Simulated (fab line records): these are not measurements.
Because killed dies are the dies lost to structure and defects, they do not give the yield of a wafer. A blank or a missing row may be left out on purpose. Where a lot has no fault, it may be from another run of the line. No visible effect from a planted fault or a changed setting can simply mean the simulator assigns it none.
Chamber matching	flow gf180mcu	4 sister chambers for GF_V1_CMP_04 on cmp-01
The step polishes SiO2. 4 wafers are shown with their chamber, then 7 later ones without.

WAFERS PAIRED WITH THEIR CHAMBERS
wafer	chamber	motorCurrentA (A)
L603.5	3	11.3
L606.6	0	12.4
L608.3	2	12.0
L608.4	1	15.2

WAFERS MISSING THEIR CHAMBER
wafer	motorCurrentA (A)
L608.5	12.5
L610.2	12.2
L610.4	12.6
L610.6	15.4
L615.2	12.5
L615.3	12.8
L615.4	15.2

THE CHAMBER EACH PASSED THROUGH
wafer	from the rows above	in truth
L608.5	can't be placed: 0 or 2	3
L610.2	can't be placed: 2 or 0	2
L610.4	can't be placed: 0 or 2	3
L610.6	1	1
L615.2	can't be placed: 0 or 2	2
L615.3	can't be placed: 0 or 2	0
L615.4	1	1
Correctly placed: 2 of 7. Can't be placed from these rows: 5 (the true chamber is among the candidates in 3). Placed wrongly: 0.
How it was worked out, from the rows above alone: a wafer's distance from a chamber is the root of the sum, over the readings, of the square of ((its reading less the chamber's mean) divided by the reading's scatter). The wafer belongs to the nearest chamber; if the next one is less than 2 further off, it can't be placed. The mean given for a chamber averages the wafers shown for that chamber. The scatter: with one shown wafer a chamber, the root of the mean of the squares of how far each hidden wafer lies from its nearest shown one.
